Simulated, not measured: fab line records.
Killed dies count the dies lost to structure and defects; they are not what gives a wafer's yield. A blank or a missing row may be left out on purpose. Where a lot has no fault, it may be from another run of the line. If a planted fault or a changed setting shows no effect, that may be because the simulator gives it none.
fab line records	flow sfqLine
record: lots: 6	wafers: 18	lastDay: 92
route steps=325 shown I4@174 JJ@178
lots untouched by any fault: they come from a run of this same line in which no faults occurred
startH: hours from the record's opening day to when the first of the lot's shown wafers began	waitH: hours from the lot's prior step to this one	" the same as in the row above	L1.1+2: a single row standing in for several wafers	- either no value or no given start	* or withheld: withheld	< > ~ a bound
route shown NAME@n: NAME is a module with steps in the file, n the number in the route of the first one	usual: mean/standard deviation of fault-free wafers	same: alike in all rows	chamber/n: place in a boat	sites: each site's reading	_std_site: standard deviation of those values	_edge_site: outer sites' mean less inner sites'	radiusMm: how far each site lies from the wafer's centre	mask NAME#n: copy n	behind: tool/chamber where the wafer was last shaped	hold: why the lot went on hold/how many hours it stayed there/how the hold came to an end	device: transistor that didn't switch, given as n, p or np	end of line: tests of these same wafers at the route's end	for a step that has no rows: nothing shown but its recipe	killed: not the wafer's yield, but the dies lost to structure and defects at the first sort	map: a wafer's dies, marking killed ones x, the rest . and places with no die _
set.NAME: the setting as run; set.NAME@STEP: as run at that earlier step	model.NAME: the simulator's own value behind a step, which no gauge read
a table for each step, a row for each wafer; lots at some steps of the route
services: a tool's chamber out of use, with start hour (startH, from the record's first day; less than 0 if before it), hours out, and reason
== steps ==
step: SFQ_TRILAYER_I4_VIA_BARC_OPEN_VIA_ETCH_146
recipe: maskMaterial: PR	chemistry: O2	targetDepthNm: 125	target: BARC	sourceW: 500	biasW: 80	pressureMtorr: 30	timeS: 41.7
step: SFQ_TRILAYER_I4_VIA_ETCH_VIA_ETCH_106
recipe: target: SiO2	stopOn: Nb	maskMaterial: PR	taperDeg: 20	chemistry: CHF3	targetDepthNm: 260	sourceW: 500	biasW: 80	pressureMtorr: 30	timeS: withheld
usual: drypumpMotorCurrentA: 5.6/0.38	oesProductAu: 0.851/0.0047
lot.wafer	tool	chamber	startH	waitH	drypumpMotorCurrentA	oesProductAu
L195.1	rieDiel-01	2	1382.42	0.0	5.7	0.854
L195.3	"	3	"	"	4.8	0.845
L195.6	"	2	"	"	5.7	0.841
L198.1	rieDiel-04	2	1398.70	0.0	5.4	0.855
L198.3	"	0	"	"	5.8	0.853
L198.6	"	2	"	"	5.4	0.852
L205.2	rieDiel-02	1	1564.47	0.0	5.4	0.855
L205.4	"	2	"	"	6.0	0.846
L205.6	"	3	"	"	6.2	0.858
L206.2	rieDiel-02	0	1572.22	0.0	5.8	0.852
L206.3	"	1	"	"	5.3	0.854
L206.4	"	3	"	"	6.2	0.843
L207.3	rieDiel-02	0	1578.22	0.0	5.9	0.844
L207.4	"	3	"	"	6.2	0.851
L207.6	"	2	"	"	6.0	0.849
L213.3	rieDiel-04	2	1611.42	0.0	5.4	0.853
L213.4	"	1	"	"	5.2	0.855
L213.5	"	2	"	"	5.4	0.852
step: SFQ_TRILAYER_I4_VIA_STRIP_STRIP_107
recipe: gas: O2	powerW: 200	platenTempC: 40	overashFraction: 0.65	chemistry: O2	pressureMtorr: 50
usual: drypumpMotorCurrentA: 5.6/0.35	oesProductAu: 0.998/0.015	platenTempC: 40.01/0.14
lot.wafer	tool	chamber	startH	waitH	drypumpMotorCurrentA	oesProductAu	platenTempC	rfHoursCounterH
L195.1	rieMetal-02	1	1382.53	-	6.3	1.005	40.20	106
L195.3	"	0	"	"	5.5	0.994	39.96	-
L195.6	"	1	"	"	6.3	1.004	40.18	-
L198.1	rieMetal-02	1	1398.81	-	6.3	1.014	39.95	109
L198.3	"	1	"	"	6.3	1.014	40.09	-
L198.6	"	0	"	"	5.5	1.008	40.13	-
L205.2	rieMetal-04	1	1564.58	-	5.5	1.000	40.03	80
L205.4	"	1	"	"	5.5	1.007	40.24	-
L205.6	"	1	"	"	5.5	0.987	40.46	-
L206.2	rieMetal-01	0	1572.33	-	5.3	0.968	39.90	36
L206.3	"	0	"	"	5.3	0.971	40.10	-
L206.4	"	1	"	"	6.0	1.016	39.98	-
L207.3	rieMetal-02	1	1578.53	-	6.3	1.005	39.96	-
L207.4	"	0	"	"	5.5	0.981	39.94	-
L207.6	"	1	"	"	6.3	1.001	39.91	-
L213.3	rieMetal-01	0	1611.74	-	5.3	0.965	39.99	-
L213.4	"	1	"	"	6.0	0.995	40.07	-
L213.5	"	1	"	"	6.0	0.995	39.75	-
step: SFQ_TRILAYER_I4_VIA_STRIP_SOLV_CLEAN_108
recipe: chemistry: NMP	tempC: 70	timeS: 600
step: SFQ_TRILAYER_JJ_TRILAYER_DEP_PRE_CLEAN_113
recipe: gas: Ar	timeS: 22.5	biasV: 250
step: SFQ_TRILAYER_JJ_TRILAYER_DEP_SPUTTER_109
recipe: material: Nb	basePressurePa: 1.33e-06	chamberPressurePa: 0.1333	substrateTempC: 20	targetThkNm: 150	powerW: 2000	timeS: 100
usual: throttleValvePct: 30.1/1.2
lot.wafer	tool	chamber	startH	waitH	throttleValvePct
L195.1	pvdSputter-03	-	1383.33	0.0	30.0
L195.3	"	-	"	"	28.0
L195.6	"	-	"	"	28.0
L198.1	pvdSputter-05	-	1399.62	0.0	28.1
L198.3	"	-	"	"	31.3
L198.6	"	-	"	"	31.5
L205.2	pvdSputter-05	-	1565.38	0.0	31.3
L205.4	"	-	"	"	31.0
L205.6	"	-	"	"	31.4
L206.2	pvdSputter-03	-	1573.14	0.0	29.5
L206.3	"	-	"	"	29.9
L206.4	"	-	"	"	28.2
L207.3	pvdSputter-03	-	1579.14	0.0	31.0
L207.4	"	-	"	"	29.6
L207.6	"	-	"	"	29.8
L213.3	pvdSputter-05	-	1612.36	0.0	31.2
L213.4	"	-	"	"	28.2
L213.5	"	-	"	"	31.3
step: SFQ_TRILAYER_JJ_TRILAYER_DEP_SPUTTER_110
recipe: material: Al	basePressurePa: 1.33e-06	targetThkNm: 8	powerW: 500	timeS: 10	chamberPressurePa: 0.4
usual: throttleValvePct: 30.1/1.2
lot.wafer	tool	chamber	startH	waitH	throttleValvePct
L195.1	pvdSputter-03	-	1383.41	0.0	29.4
L195.3	"	-	"	"	28.0
L195.6	"	-	"	"	28.4
L198.1	pvdSputter-05	-	1399.69	0.0	28.4
L198.3	"	-	"	"	31.0
L198.6	"	-	"	"	31.6
L205.2	pvdSputter-05	-	1565.46	0.0	31.4
L205.4	"	-	"	"	31.3
L205.6	"	-	"	"	31.6
L206.2	pvdSputter-03	-	1573.21	0.0	29.3
L206.3	"	-	"	"	29.6
L206.4	"	-	"	"	28.3
L207.3	pvdSputter-03	-	1579.21	0.0	30.8
L207.4	"	-	"	"	29.5
L207.6	"	-	"	"	29.9
L213.3	pvdSputter-05	-	1612.43	0.0	30.9
L213.4	"	-	"	"	28.3
L213.5	"	-	"	"	31.1
step: SFQ_TRILAYER_JJ_TRILAYER_DEP_AL_OXIDATION_111
recipe: pressureMbar: 0.014667	oxidationTimeS: 600	temperatureK: 293
step: SFQ_TRILAYER_JJ_TRILAYER_DEP_SPUTTER_112
recipe: material: Nb	basePressurePa: 1.33e-06	chamberPressurePa: 0.1333	substrateTempC: 20	targetThkNm: 170	powerW: 2000	timeS: 113.3
usual: throttleValvePct: 30.1/1.2
lot.wafer	tool	chamber	startH	waitH	throttleValvePct
L195.1	pvdSputter-03	-	1384.43	0.5	29.8
L195.3	"	-	"	"	28.2
L195.6	"	-	"	"	28.2
L198.1	pvdSputter-05	-	1400.71	0.5	28.3
L198.3	"	-	"	"	30.9
L198.6	"	-	"	"	31.4
L205.2	pvdSputter-05	-	1566.48	0.5	31.5
L205.4	"	-	"	"	31.4
L205.6	"	-	"	"	31.5
L206.2	pvdSputter-03	-	1574.23	0.5	29.3
L206.3	"	-	"	"	29.7
L206.4	"	-	"	"	28.1
L207.3	pvdSputter-03	-	1580.23	0.5	30.4
L207.4	"	-	"	"	29.3
L207.6	"	-	"	"	29.8
L213.3	pvdSputter-05	-	1613.45	0.5	31.1
L213.4	"	-	"	"	28.1
L213.5	"	-	"	"	31.2
step: SFQ_JJ_RS_MEAS_929
recipe: thkMeasGauge: four-point-probe	reads: Nb_of_TRILAYER_JJ_TRILAYER_DEP_SPUTTER_112
usual: JJ_NB_RS: 1.041/0.014
lot.wafer	tool	chamber	startH	waitH	JJ_NB_RS[ohm/sq]
L195.1	filmMetro-03	-	1384.51	0.0	1.052
L195.3	"	-	"	"	1.081
L195.6	"	-	"	"	1.075
L198.1	filmMetro-01	-	1400.79	0.0	1.033
L198.3	"	-	"	"	1.026
L198.6	"	-	"	"	1.027
L205.2	filmMetro-02	-	1566.58	0.1	1.065
L205.4	"	-	"	"	1.058
L205.6	"	-	"	"	1.058
L206.2	filmMetro-02	-	1574.33	0.1	1.039
L206.3	"	-	"	"	1.035
L206.4	"	-	"	"	1.047
L207.3	filmMetro-01	-	1580.35	0.1	1.036
L207.4	"	-	"	"	1.024
L207.6	"	-	"	"	1.028
L213.3	filmMetro-01	-	1613.57	0.1	1.050
L213.4	"	-	"	"	1.040
L213.5	"	-	"	"	1.020
step: SFQ_TRILAYER_JJ_CE_LITHO_COAT_119
recipe: resist: BARC	spinRpm: 3000	resistThkNm: 62
step: SFQ_TRILAYER_JJ_CE_LITHO_COAT_114
recipe: resist: KrF	spinRpm: 3000	resistThkNm: 600
usual: spinSpeedRpm: 3000.1/1.9
lot.wafer	tool	chamber	startH	waitH	spinSpeedRpm	model.KrF_of_TRILAYER_JJ_CE_LITHO_COAT_114.thkNm
L195.1	lithoTrack-03	0	1384.99	0.2	3001.5	599.4
L195.3	"	0	"	"	3004.9	583.7
L195.6	"	0	"	"	3005.0	597
L198.1	lithoTrack-03	0	1401.27	0.2	2999.2	597.6
L198.3	"	0	"	"	2997.6	583.9
L198.6	"	0	"	"	2998.9	597.8
L205.2	lithoTrack-02	0	1567.09	0.2	2999.1	598.7
L205.4	"	0	"	"	3001.8	597.8
L205.6	"	0	"	"	2998.6	599.2
L206.2	lithoTrack-03	0	1574.84	0.2	3002.5	598
L206.3	"	0	"	"	2997.6	598.2
L206.4	"	0	"	"	3002.7	598.5
L207.3	lithoTrack-02	0	1580.89	0.2	3000.6	600.2
L207.4	"	0	"	"	2999.9	600.6
L207.6	"	0	"	"	2997.7	601.4
L213.3	lithoTrack-01	0	1614.11	0.2	3001.7	600
L213.4	"	0	"	"	2999.6	602.2
L213.5	"	0	"	"	2999.6	599.9
step: SFQ_TRILAYER_JJ_CE_LITHO_SOFTBAKE_118
recipe: tempC: withheld	timeS: withheld	resist: KrF
step: SFQ_TRILAYER_JJ_CE_LITHO_EXPOSE_115
recipe: maskId: J5	na: 0.6	sourceShape: conventional	sigmaOuter: 0.65	targetCdNm: 700	doseMj: 14.4
step: SFQ_TRILAYER_JJ_CE_LITHO_PEB_117
recipe: pebTempC: 115	pebTimeS: 60	resist: KrF
step: SFQ_TRILAYER_JJ_CE_LITHO_DEVELOP_116
recipe: timeS: 60	resist: KrF
step: SFQ_JJ_OVL_MEAS_931
usual: J5_OVL: -3/4.1
lot.wafer	tool	chamber	startH	waitH	J5_OVL[nm]
L195.1	overlay-02	-	1498.59	0.1	-1
L195.3	"	-	"	"	-2
L195.6	"	-	"	"	0
L198.1	overlay-01	-	1514.19	0.1	-4
L198.3	"	-	"	"	-2
L198.6	"	-	"	"	0
L205.2	overlay-01	-	1642.55	0.1	4
L205.4	"	-	"	"	-1
L205.6	"	-	"	"	-5
L206.2	overlay-01	-	1646.15	0.1	5
L206.3	"	-	"	"	-4
L206.4	"	-	"	"	-3
L207.3	overlay-01	-	1649.76	0.1	-8
L207.4	"	-	"	"	-10
L207.6	"	-	"	"	-2
L213.3	overlay-01	-	1676.50	0.1	-4
L213.4	"	-	"	"	-2
L213.5	"	-	"	"	-4
step: SFQ_TRILAYER_JJ_CE_METRO_MEASURE_117
step: SFQ_TRILAYER_JJ_CE_BARC_OPEN_RIE_150
recipe: maskMaterial: PR	chemistry: O2	targetDepthNm: 240	target: BARC	icpW: 600	biasW: 80	pressureMtorr: 10	timeS: 80
step: SFQ_TRILAYER_JJ_CE_ETCH_RIE_118
recipe: target: Nb	stopOn: Al2O3	maskMaterial: PR	taperDeg: 13.257	overEtchFrac: 0.15	timeS: 97.7	chemistry: SF6	targetDepthNm: 170	icpW: 600	biasW: 80	pressureMtorr: 10
usual: drypumpMotorCurrentA: 5.5/0.3	oesProductAu: 0.989/0.011
lot.wafer	tool	chamber	startH	waitH	drypumpMotorCurrentA	oesProductAu	rfHoursCounterH	model.KrF_of_TRILAYER_JJ_CE_LITHO_COAT_114.thkNm
L195.1	rieMetal-04	1	1499.92	0.1	5.5	0.989	73	477
L195.3	"	0	"	"	5.4	0.972	-	460.2
L195.6	"	1	"	"	5.5	0.982	-	473.5
L198.1	rieMetal-01	1	1515.52	0.1	6.0	1.006	37	471.9
L198.3	"	0	"	"	5.3	0.974	-	465.5
L198.6	"	1	"	"	6.0	1.009	-	473.2
L205.2	rieMetal-01	1	1643.88	0.1	6.0	0.987	54	476.4
L205.4	"	0	"	"	5.3	0.972	-	478.9
L205.6	"	0	"	"	5.3	0.978	-	480.6
L206.2	rieMetal-03	1	1647.48	0.1	5.2	1.000	75	473.8
L206.3	"	0	"	"	5.9	0.992	-	472.7
L206.4	"	1	"	"	5.1	0.994	-	474.9
L207.3	rieMetal-04	0	1651.11	0.1	5.4	0.999	-	474.7
L207.4	"	1	"	"	5.5	0.983	-	479.7
L207.6	"	1	"	"	5.5	0.993	-	480.1
L213.3	rieMetal-04	1	1677.85	0.1	5.5	0.983	-	478.6
L213.4	"	0	"	"	5.3	1.002	-	476
L213.5	"	1	"	"	5.5	0.990	-	479
step: SFQ_TRILAYER_JJ_ANODIZE_ANODIZE_119
recipe: currentDensityMaCm2: withheld	endCurrentDensityMaCm2: withheld	bathTempC: withheld
== services ==
tool	chamber	startH	hours	kind
rieDiel-02	1	1366.58	17.3	repair
rieDiel-02	3	1369.40	6.6	repair
rieDiel-02	-	1373.92	14.6	pm
rieDiel-01	0	1386.61	3.4	repair
rieDiel-02	-	1389.09	0.1	repair
rieDiel-01	2	1415.42	7.9	repair
rieMetal-01	-	1420.82	0.2	repair
rieMetal-03	1	1430.64	24.1	repair
rieDiel-02	2	1438.70	3.2	repair
rieDiel-04	2	1444.93	9.9	repair
rieMetal-03	-	1447.47	2.8	pm
rieMetal-02	-	1451.27	0.7	repair
rieMetal-01	-	1474.81	1.4	pm
rieDiel-02	1	1508.06	8.3	repair
rieDiel-04	-	1522.00	15.6	pm
rieDiel-02	-	1531.52	0.2	repair
pvdSputter-05	-	1540.60	9.2	repair
rieDiel-01	3	1574.98	2.7	repair
rieMetal-02	-	1585.15	2.8	pm
rieMetal-03	-	1600.04	2.0	repair
rieDiel-02	-	1612.04	21.4	repair
rieMetal-02	1	1615.20	3.7	repair
rieMetal-04	-	1642.61	1.8	repair
rieDiel-04	2	1649.89	8.6	repair
== key ==
firstSign none at tools or gauges
modelEffect: step: SFQ_TRILAYER_JJ_CE_LITHO_COAT_114	value: KrF_of_TRILAYER_JJ_CE_LITHO_COAT_114.thkNm	without: 597.2	struck: 583.8
modelEffect: step: SFQ_TRILAYER_JJ_CE_ETCH_RIE_118	value: KrF_of_TRILAYER_JJ_CE_LITHO_COAT_114.thkNm	without: 476.3	struck: 462.8
metAt SFQ_TRILAYER_JJ_CE_LITHO_COAT_114
struckWafers L195.3,L198.3
fault: kind: processParameterDrift	tool: lithoTrack-03	chamber: -	onsetH: 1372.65	steps: SFQ_TRILAYER_JJ_CE_LITHO_COAT_114	channel: resistThkNm	offset: -13.499	shape: step	endH: 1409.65	scope: struckWafersOnly	actsIn: theseRecipesOnly	stated: 600
